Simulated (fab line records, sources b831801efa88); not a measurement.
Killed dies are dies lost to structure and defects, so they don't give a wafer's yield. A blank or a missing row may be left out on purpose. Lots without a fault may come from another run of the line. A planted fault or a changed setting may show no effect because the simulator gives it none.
fab line records | flow gf180mcu
record lots=15 wafers=45 last_day=34
route steps=602 shown V3@432 M4@456
lots that met no fault: from a run of the same line without faults
start_h: hours from the record's first day to the start of the lot's first wafer shown | wait_h: hours since the lot's step before | " the same as in the row above | L1.1+2: a row that stands for several wafers | - no value, or no start given | * or withheld: withheld | < > ~ a bound
route shown NAME@n: a module of which the file shows steps, and the number in the route of the first | usual: mean/standard deviation of fault-free wafers | same: alike in all rows | chamber/n: place in a boat | sites: the reading at each site | _std_site: their standard deviation | _edge_site: outer sites' mean less inner sites' | radius_mm: how far each site lies from the wafer's centre | mask NAME#n: copy n | behind: the tool/chamber that last shaped the wafer | hold: why the lot was held/for how many hours/how that ended | device: the transistor (n, p or np) that didn't switch | end of line: the same wafers' tests at the end of the route | a step without rows: its recipe alone | killed: dies lost to structure and defects at the first sort, not the wafer's yield | map: a wafer's dies, x killed, . not, _ none there
set.NAME: the setting as run; set.NAME@STEP: as run at that earlier step | model.NAME: the simulator's own value behind a step, which no gauge read
steps of the route over a sample of lots; a table a step, a row a wafer
services: from which hour (start_h, from the record's first day; less than 0 if before it) a tool's chamber was out of use, for how many hours, and why
## steps
# step GF_V3_THK_MEAS_03
# recipe reads=SiO2_of_V3_CVD_02
# usual V3_CVD_02_THK=863/10
# columns lot.wafer tool chamber start_h wait_h V3_CVD_02_THK[nm]
L540.4 film_metro-01 - 495.35 0.0 870
L540.5 " - " " 875
L540.6 " - " " 869
L539.2 film_metro-01 - 498.65 0.0 863
L539.3 " - " " 866
L539.5 " - " " 877
L541.1 film_metro-01 - 507.65 0.0 862
L541.2 " - " " 856
L541.6 " - " " 859
L542.1 film_metro-02 - 522.57 0.0 859
L542.2 " - " " 858
L542.4 " - " " 880
L544.2 film_metro-02 - 531.35 0.0 858
L544.3 " - " " 850
L544.5 " - " " 867
L545.3 film_metro-03 - 541.49 0.1 863
L545.4 " - " " 869
L545.6 " - " " 870
L550.3 film_metro-01 - 581.20 0.1 855
L550.5 " - " " 873
L550.6 " - " " 875
L551.2 film_metro-01 - 587.28 0.0 868
L551.5 " - " " 872
L551.6 " - " " 888
L554.1 film_metro-01 - 614.27 0.0 860
L554.2 " - " " 859
L554.5 " - " " 866
L555.1 film_metro-01 - 621.97 0.0 851
L555.2 " - " " 850
L555.3 " - " " 841
L556.2 film_metro-03 - 624.85 0.1 862
L556.3 " - " " 853
L556.6 " - " " 884
L557.1 film_metro-02 - 634.47 0.0 849
L557.2 " - " " 851
L557.5 " - " " 862
L558.1 film_metro-03 - 645.02 0.1 868
L558.2 " - " " 857
L558.6 " - " " 872
L561.3 film_metro-03 - 662.79 0.1 852
L561.4 " - " " 862
L561.6 " - " " 865
L562.4 film_metro-03 - 672.75 0.0 867
L562.5 " - " " 861
L562.6 " - " " 869
# step GF_V3_CMP_04
# recipe material=SiO2 down_force_psi=4 platen_rpm=60 pad_velocity_m_s=0.94248
# usual motor_current_A=12.2/1.3 time_to_endpoint_s=86/4.7
# columns lot.wafer tool chamber start_h wait_h motor_current_A time_to_endpoint_s
L540.4 cmp-01 2 495.38 0.0 13.2 88
L540.5 " 2 " " 13.4 89
L540.6 " 3 " " 13.0 90
L539.2 cmp-01 3 498.70 0.0 12.5 86
L539.3 " 2 " " 13.4 84
L539.5 " 3 " " 12.8 94
L541.2 cmp-02 1 507.71 0.0 13.5 79
L541.1 " 3 " " 10.8 86
L541.6 " 1 " " 12.8 82
L542.2 cmp-01 2 522.73 0.1 13.5 83
L542.4 " 0 " " 12.7 94
L542.1 " 1 " " 9.7 88
L544.3 cmp-01 0 531.40 0.0 13.4 84
L544.2 " 3 " " 13.7 85
L544.5 " 1 " " 10.1 88
L545.3 cmp-01 0 541.58 0.1 13.2 87
L545.4 " 1 " " 9.5 86
L545.6 " 0 " " 12.5 87
L550.3 cmp-01 0 581.34 0.1 13.8 86
L550.6 " 2 " " 13.8 90
L550.5 " 3 " " 13.1 93
L551.2 cmp-02 1 587.48 0.2 13.1 86
L551.6 " 2 " " 12.3 96
L551.5 " 3 " " 10.9 88
L554.1 cmp-01 0 614.33 0.1 13.3 88
L554.2 " 1 " " 9.7 89
L554.5 " 0 " " 13.1 91
L555.3 cmp-02 2 622.03 0.0 11.5 77
L555.1 " 3 " " 10.7 80
L555.2 " 0 " " 13.2 76
L556.3 cmp-02 0 624.95 0.1 13.1 80
L556.2 " 1 " " 12.7 86
L556.6 " 3 " " 11.5 90
L557.1 cmp-01 3 634.58 0.1 12.3 84
L557.2 " 0 " " 13.2 88
L557.5 " 2 " " 14.2 90
L558.2 cmp-02 0 645.08 0.0 13.2 76
L558.1 " 3 " " 10.7 81
L558.6 " 0 " " 12.2 82
L561.3 cmp-02 3 662.83 0.0 10.2 78
L561.4 " 2 " " 11.6 86
L561.6 " 3 " " 10.9 85
L562.4 cmp-01 3 672.78 0.0 12.6 96
L562.5 " 3 " " 13.2 89
L562.6 " 0 " " 13.0 97
# step GF_M4_SPUTTER_00
# recipe material=Ti target_thk_nm=37.5 arriving_ion_energy_ev=80 substrate_temp_c=200 chamber_pressure_pa=2 power_w=4000 time_s=150
# usual cathode_dc_power_W=4000.0/0.71 chamber_pressure_pa=2.000/0.0039 throttle_valve_pct=29.9/0.63
# columns lot.wafer tool chamber start_h wait_h cathode_dc_power_W chamber_pressure_pa throttle_valve_pct
L540.4 pvd_sputter-02 - 520.33 0.1 3999.7 1.997 30.4
L540.5 " - " " 3999.7 1.996 29.2
L540.6 " - " " 4001.1 1.998 30.5
L539.2 pvd_sputter-01 - 523.33 0.1 3999.4 2.002 30.5
L539.3 " - " " 3999.2 1.999 30.3
L539.5 " - " " 3999.1 1.999 29.6
L541.1 pvd_sputter-01 - 532.08 0.2 4000.8 2.004 29.1
L541.2 " - " " 3999.3 2.009 30.3
L541.6 " - " " 4000.4 2.005 30.6
L542.1 pvd_sputter-01 - 547.24 0.1 3999.5 1.993 30.4
L542.2 " - " " 3999.9 2.002 28.9
L542.4 " - " " 3999.5 1.998 30.4
L544.2 pvd_sputter-01 - 556.17 0.1 3998.2 2.001 30.5
L544.3 " - " " 4000.3 1.995 29.2
L544.5 " - " " 3999.8 1.997 28.9
L545.3 pvd_sputter-02 - 566.18 0.1 4001.1 2.008 29.3
L545.4 " - " " 4000.5 1.996 30.8
L545.6 " - " " 3998.8 1.999 29.4
L550.3 pvd_sputter-01 - 604.11 0.1 3999.4 2.004 30.1
L550.5 " - " " 3999.6 2.000 30.1
L550.6 " - " " 3999.3 2.005 29.2
L551.2 pvd_sputter-04 - 609.61 0.1 4000.0 2.001 30.3
L551.5 " - " " 4000.6 1.995 28.7
L551.6 " - " " 3999.8 2.002 30.9
L554.1 pvd_sputter-02 - 635.89 0.2 3999.2 2.005 30.7
L554.2 " - " " 3999.4 1.998 29.4
L554.5 " - " " 4000.4 1.995 30.7
L555.1 pvd_sputter-01 - 644.59 0.1 3999.0 2.005 30.4
L555.2 " - " " 4000.9 2.001 29.4
L555.3 " - " " 4000.2 1.999 30.5
L556.2 pvd_sputter-02 - 646.95 0.2 - - -
L556.3 " - " " - - -
L556.6 " - " " - - -
L557.1 pvd_sputter-01 - 656.31 0.1 - - -
L557.2 " - " " - - -
L557.5 " - " " - - -
L558.1 pvd_sputter-02 - 671.08 0.2 - - -
L558.2 " - " " - - -
L558.6 " - " " - - -
L561.3 pvd_sputter-01 - 681.95 0.1 4000.5 1.994 30.6
L561.4 " - " " 4000.0 1.999 30.2
L561.6 " - " " 4000.2 2.004 29.7
L562.4 pvd_sputter-02 - 692.74 0.2 3998.8 1.999 29.4
L562.5 " - " " 4000.6 2.000 29.3
L562.6 " - " " 4000.8 2.003 30.6
# step GF_M4_SPUTTER_01
# recipe material=TiN target_thk_nm=30 power_w=6500 time_s=25 chamber_pressure_pa=0.4
# usual cathode_dc_power_W=6500.0/1.3 chamber_pressure_pa=0.4000/0.00072 throttle_valve_pct=29.9/0.63
# columns lot.wafer tool chamber start_h wait_h cathode_dc_power_W chamber_pressure_pa throttle_valve_pct
L540.4 pvd_sputter-02 - 520.43 0.1 6501.4 0.3989 30.3
L540.5 " - " " 6499.5 0.3999 29.4
L540.6 " - " " 6502.1 0.3998 29.7
L539.2 pvd_sputter-01 - 523.43 0.1 6498.7 0.3994 30.2
L539.3 " - " " 6500.2 0.4011 30.2
L539.5 " - " " 6499.4 0.3992 29.8
L541.1 pvd_sputter-01 - 532.18 0.1 6499.9 0.4006 29.3
L541.2 " - " " 6498.8 0.4008 30.6
L541.6 " - " " 6498.3 0.4010 30.6
L542.1 pvd_sputter-01 - 547.34 0.1 6499.2 0.4000 30.4
L542.2 " - " " 6499.5 0.3998 29.0
L542.4 " - " " 6501.1 0.3994 30.4
L544.2 pvd_sputter-01 - 556.27 0.1 6500.3 0.4002 30.3
L544.3 " - " " 6502.0 0.3997 29.0
L544.5 " - " " 6499.2 0.4015 28.9
L545.3 pvd_sputter-02 - 566.28 0.1 6500.6 0.3994 29.3
L545.4 " - " " 6502.4 0.3991 30.4
L545.6 " - " " 6498.5 0.3992 29.4
L550.3 pvd_sputter-01 - 604.21 0.1 6500.8 0.4002 30.4
L550.5 " - " " 6498.3 0.3991 30.4
L550.6 " - " " 6501.1 0.3994 28.9
L551.2 pvd_sputter-04 - 609.71 0.1 6501.3 0.4007 30.8
L551.5 " - " " 6499.1 0.4007 28.9
L551.6 " - " " 6499.5 0.4010 30.6
L554.1 pvd_sputter-02 - 635.99 0.1 6499.9 0.4007 30.5
L554.2 " - " " 6500.2 0.3998 29.4
L554.5 " - " " 6499.6 0.4007 30.7
L555.1 pvd_sputter-01 - 644.70 0.1 6500.7 0.4003 30.1
L555.2 " - " " 6499.2 0.4006 29.4
L555.3 " - " " 6498.7 0.4004 30.2
L556.2 pvd_sputter-02 - 647.05 0.1 6500.6 0.3999 30.2
L556.3 " - " " 6501.6 0.3992 29.9
L556.6 " - " " 6499.1 0.4005 29.2
L557.1 pvd_sputter-01 - 656.41 0.1 6502.5 0.4014 28.9
L557.2 " - " " 6500.4 0.3999 29.4
L557.5 " - " " 6498.6 0.3992 30.0
L558.1 pvd_sputter-02 - 671.18 0.1 6498.3 0.4007 30.5
L558.2 " - " " 6501.5 0.3988 30.0
L558.6 " - " " 6501.9 0.4005 29.9
L561.3 pvd_sputter-01 - 682.05 0.1 6498.2 0.4003 30.6
L561.4 " - " " 6501.8 0.4007 30.1
L561.6 " - " " 6497.7 0.3993 29.8
L562.4 pvd_sputter-02 - 692.84 0.1 6501.4 0.4011 29.3
L562.5 " - " " 6499.9 0.3998 29.7
L562.6 " - " " 6498.2 0.4007 30.9
# step GF_M4_METAL_ETCH_16
# recipe chemistry=Cl2/BCl3 mask_material=KrF target_depth_nm=627.5 stop_on=SiO2 pressure_mtorr=8 icp_w=800 bias_w=140 Cl2_flow_sccm=80 bcl3_flow_sccm=40 time_s=104.6
# usual drypump_motor_current_A=5.7/0.31 oes_product_au=0.972/0.0059 throttle_valve_pct=28.250/0.0099
# columns lot.wafer tool chamber start_h wait_h drypump_motor_current_A oes_product_au rf_hours_counter_h throttle_valve_pct
L540.4 rie_metal-02 1 543.68 0.0 5.7 0.964 - 28.259
L540.5 " 0 " " 5.7 0.974 - 28.230
L540.6 " 1 " " 5.6 0.979 - 28.249
L539.2 rie_metal-03 1 546.11 0.0 5.4 0.968 10 28.269
L539.3 " 1 " " 5.4 0.980 - 28.256
L539.5 " 1 " " 5.4 0.979 - 28.260
L541.1 rie_metal-02 0 554.91 0.0 5.7 0.963 9 28.254
L541.2 " 1 " " 5.6 0.977 9 28.250
L541.6 " 1 " " 5.7 0.955 - 28.271
L542.1 rie_metal-03 1 570.01 0.0 5.4 0.971 11 28.246
L542.2 " 0 " " 5.6 0.970 4 28.247
L542.4 " 0 " " 5.6 0.969 - 28.249
L544.2 rie_metal-02 1 577.89 0.0 5.6 0.977 10 28.225
L544.3 " 1 " " 5.7 0.976 - 28.250
L544.5 " 0 " " 5.7 0.972 - 28.258
L545.3 rie_metal-02 0 587.83 0.1 5.7 0.976 - 28.254
L545.4 " 1 " " 5.6 0.971 - 28.251
L545.6 " 0 " " 5.7 0.974 - 28.265
L550.3 rie_metal-03 1 624.93 0.1 5.4 0.975 - 28.244
L550.5 " 1 " " 5.4 0.969 - 28.242
L550.6 " 0 " " 5.6 0.971 - 28.257
L551.2 rie_metal-03 0 629.79 0.0 5.6 0.971 6 28.247
L551.5 " 0 " " 5.6 0.971 - 28.242
L551.6 " 1 " " 5.4 0.981 - 28.265
L554.1 rie_metal-01 0 655.44 0.0 5.4 0.977 10 28.235
L554.2 " 1 " " 6.4 0.981 2 28.253
L554.5 " 1 " " 6.4 0.971 - 28.261
L555.1 rie_metal-01 1 669.34 0.0 6.4 0.973 2 28.231
L555.2 " 0 " " 5.3 0.976 10 28.243
L555.3 " 1 " " 6.4 0.966 - 28.265
L556.2 rie_metal-01 1 670.88 0.0 6.4 0.994 2 28.221
L556.3 " 0 " " 5.4 0.990 - 28.236
L556.6 " 1 " " 6.4 0.998 - 28.223
L557.1 rie_metal-02 0 674.49 0.0 5.7 1.001 13 28.246
L557.2 " 0 " " 5.7 0.998 - 28.224
L557.5 " 0 " " 5.7 0.990 - 28.226
L558.1 rie_metal-03 0 688.71 0.0 5.6 0.986 8 28.227
L558.2 " 1 " " 5.4 0.986 3 28.231
L558.6 " 1 " " 5.4 0.988 - 28.237
L561.3 rie_metal-03 1 700.83 0.1 5.4 0.973 - 28.250
L561.4 " 0 " " 5.6 0.974 - 28.238
L561.6 " 0 " " 5.6 0.973 - 28.245
L562.4 rie_metal-02 0 711.25 0.1 5.7 0.976 - 28.257
L562.5 " 0 " " 5.7 0.962 - 28.247
L562.6 " 0 " " 5.7 0.971 - 28.247
## services
# columns tool chamber start_h hours kind
pvd_sputter-02 - 475.18 1.4 repair
cmp-02 - 487.46 3.1 repair
cmp-02 - 491.23 5.2 pm
pvd_sputter-04 - 498.87 3.5 repair
rie_metal-01 0 514.86 9.5 repair
rie_metal-02 - 516.85 1.1 repair
pvd_sputter-01 - 518.89 4.1 repair
cmp-02 - 522.20 1.8 repair
rie_metal-02 1 526.53 13.0 repair
rie_metal-01 - 528.90 0.3 repair
pvd_sputter-01 1 545.04 - consumable_replace:kit
pvd_sputter-01 1 545.04 18.0 scheduled_down
pvd_sputter-01 1 545.04 18.0 vent_cycle
cmp-01 - 553.76 2.0 repair
cmp-01 - 572.00 4.0 pm
rie_metal-02 1 591.14 11.5 repair
pvd_sputter-01 - 593.20 0.5 repair
pvd_sputter-04 - 596.42 1.1 repair
rie_metal-03 - 600.05 2.8 pm
cmp-02 - 632.54 1.5 repair
pvd_sputter-01 0 658.34 - consumable_replace:kit
rie_metal-03 1 664.71 1.9 repair
rie_metal-02 - 702.60 0.8 repair
rie_metal-01 - 705.21 14.6 pm
## key
first_sign step=GF_M4_SPUTTER_00 reading=tool_record direction=missing
effect step=GF_M4_METAL_ETCH_16 reading=oes_product_au direction=up sigmas=3.5 usual=0.972 struck=0.992
met_at GF_M4_SPUTTER_00
struck_lots L556,L557,L558
later_rows_left_out L556.2,L556.3,L556.6,L557.1,L557.2,L557.5,L558.1,L558.2,L558.6
sort_left_out L556.2,L556.3,L556.6,L557.1,L557.2,L557.5,L558.1,L558.2,L558.6
not_acting_at GF_V3_THK_MEAS_03,GF_V3_CMP_04,GF_M4_SPUTTER_01
onset_between 644.59 646.95
fault kind=skipped_step_whole tool=pvd_sputter-01,pvd_sputter-02 chamber=- onset_h=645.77 steps=GF_M4_SPUTTER_00 scope=struck_lots_only
# sort_left_out: the simulated sort isn't trusted on such a fault, so these wafers' sort isn't shown, and their yield isn't known
# later_rows_left_out: the simulator's readings of these wafers behind a module that went badly wrong aren't trusted and aren't shown, but for the sort
